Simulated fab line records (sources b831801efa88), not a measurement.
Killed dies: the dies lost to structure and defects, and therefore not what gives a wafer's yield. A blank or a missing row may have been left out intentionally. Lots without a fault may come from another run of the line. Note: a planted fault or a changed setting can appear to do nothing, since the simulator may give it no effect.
One fault seen from 2 desks | flow gf180mcu | what lay behind the numbers comes last; until then each desk has only its own

METROLOGY DESK
Means of the sampled wafers that have a number, per lot and without regard to the tool the lot ran on: this is what the gauges read. Marked OUT: a lot whose mean sits more than 4 standard deviations from the usual mean, which makes it out of limits; the brackets give that distance.
Columns: A = cd_nm at GF_M1_CD_MEAS_14, usual 230.2 nm; B = cd_nm at GF_V1_CD_MEAS_14, usual 260.1 nm
lot  | first seen here | A     | B
L193 | day 17 05:34    | 229.4 | 258.4
L195 | day 17 20:26    | 229.8 | 258.9
L197 | day 18 13:58    | 229.9 | 258.7
L198 | day 19 00:39    | 231.3 | 261.1
L203 | day 20 22:43    | 229.6 | 250.4 (-8.1) OUT
L204 | day 21 14:04    | 230.3 | 253.3 (-5.7) OUT
L207 | day 22 05:34    | 228.0 | 260.4
L206 | day 22 08:34    | 229.1 | 258.4
L209 | day 22 22:10    | 231.5 | 260.2
L214 | day 24 22:36    | 230.9 | 260.7
L215 | day 25 01:44    | 227.0 | 260.4
L216 | day 25 03:34    | 230.0 | 261.6
This desk's verdict: out of limits on L203, L204, starting with L203 at day 21 23:14 (cd_nm at GF_V1_CD_MEAS_14). In limits: L193, L195, L197, L198, L207, L206, L209, L214, L215, L216.

TOOL OWNER'S DESK, krf_scanner-02
The tool's own readings at GF_V1_EXPOSE_11 (exposes mask Via1, target cd 260 nm): means of the sampled wafers that have a number, for each lot that ran on this tool. Marked OUT: a lot whose mean sits more than 4 standard deviations from the usual mean, which makes it out of limits; the brackets give that distance.
Columns: A = exposure_dose_mJ_cm2 at GF_V1_EXPOSE_11, usual 38.04
lot  | first seen here | A
L195 | day 18 10:00    | 37.93
L197 | day 19 04:15    | 37.94
L198 | day 19 14:27    | 37.93
L203 | day 21 12:08    | 35.85 (-20) OUT
L204 | day 22 03:44    | 36.28 (-16) OUT
This desk's verdict: out of limits on L203, L204, starting with L203 at day 21 12:08 (exposure_dose_mJ_cm2 at GF_V1_EXPOSE_11). In limits: L195, L197, L198.

TAKEN TOGETHER
On L203, L204, at day 21 12:08, an alarm was possible from the tool owner's desk.
Metrology desk: alarm possible at day 21 23:14 on L203, L204.
GF_V1_EXPOSE_11 was run on krf_scanner-02 by each of the lots named.

WHAT THE SIMULATOR HAD INSERTED
Drift in process parameters on krf_scanner-02 at GF_V1_EXPOSE_11, starting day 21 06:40. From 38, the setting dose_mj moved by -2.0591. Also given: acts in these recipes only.
Lots struck among those shown: L203, L204.
Hours from the fault's start to each desk's first reading out of limits: the tool owner's desk, 5; the metrology desk, 17.
